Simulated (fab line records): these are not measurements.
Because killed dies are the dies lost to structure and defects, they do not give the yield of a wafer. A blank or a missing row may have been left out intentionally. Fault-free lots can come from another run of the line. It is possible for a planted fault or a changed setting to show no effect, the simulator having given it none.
Problem report, 8D (eight disciplines) form, completed by code / flow sky130 / the parts of the form that need people (team, actions taken, sign-off) are left out

## 1. THE PROBLEM
Mean of killedAtFrontEnd at SKY_PAD_OPEN_PROBE_99: 62 across 6 wafers in 2 lots; on wafers with no fault it is 16 (standard deviation 4). That puts it +11 standard deviations away from the usual mean.
First seen on wafer L135.1, day 48 14:44, on prober-01. The record has a number at this step for 6 wafers belonging to 2 lots. Rule for "out", or "out of limits": more than 4 standard deviations from the usual mean. All remaining wafers that have a number are taken as sound.

## 2. WHAT IT IS, WHAT IT ISN'T
question=which readings at this step; is=killedAtFrontEnd; is not=killed_at_M4_up, killedAtContacts, killedAtOther, killedOpen
question=which lots; is=L135, L138; is not=-
question=which wafers of those lots; is=all that have a number; is not=-
question=read on which tools; is=prober-01; is not=-
question=when; is=from day 48 14:44; is not=up to then (0 sound wafers)

## 3. SUSPECTS, AND WHAT RULES EACH OUT
Counting: a tool at any process step up to the reading remains a suspect when it ran all the lots that are out and ran no sound lot after the first of those.
- plasmaAsher-02 at SKY_LDD_LDN_STRIP_12 (strips in O2/N2): kept. It ran every lot that is out, first L135 (day 26 23:09), and no sound lot after that.
- prober-01 at SKY_PAD_OPEN_PROBE_99: kept. It ran every lot that is out, first L135 (day 48 14:44), and no sound lot after that. Its own readings are out on those wafers: killedAtFrontEnd.
After counting, plasmaAsher-02 at SKY_LDD_LDN_STRIP_12 and prober-01 at SKY_PAD_OPEN_PROBE_99 remain.

## 4. THE CAUSE (what the simulator had put in)
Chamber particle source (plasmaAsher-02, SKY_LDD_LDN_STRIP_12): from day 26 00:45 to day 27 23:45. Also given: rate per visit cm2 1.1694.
After counting, 2 suspects remain, this tool included.

## 5. THE EFFECT CHAIN, in route order
One row per reading whose mean, taken over the struck wafers that have a number, lies over 3 standard deviations from the usual. Readings are gone through only where the record gives a usual standard deviation; hours: the median, over the lots, of the time from a lot's start at the first step in this table giving one to that lot's start at this step; sigmas: the change measured in usual standard deviations.
hours=0; step=SKY_PAD_OPEN_PROBE_99; reading=killedAtFrontEnd; usual=16; on struck wafers=62; change=+46; sigmas=+11
hours=0; step=SKY_PAD_OPEN_PROBE_99; reading=killedDies; usual=85; on struck wafers=124; change=+39; sigmas=+4.2
Process steps it contains:
- SKY_PAD_OPEN_PROBE_99

## 6. HOW IT WOULD HAVE BEEN CAUGHT EARLIER
In this record the first reading out of limits was taken at day 48 14:44, 542 hours after the fault began at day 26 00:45.
An alarm limit of 4 standard deviations would not have fired on the tool readings at SKY_LDD_LDN_STRIP_12 for which the record gives a usual standard deviation, since none of them was out on any struck wafer.
The start of SKY_LDD_LDN_STRIP_12 on plasmaAsher-02 came by day 48 14:44 for every one of the lots that are out (2). None of them would have been spared by holding the tool at that moment.
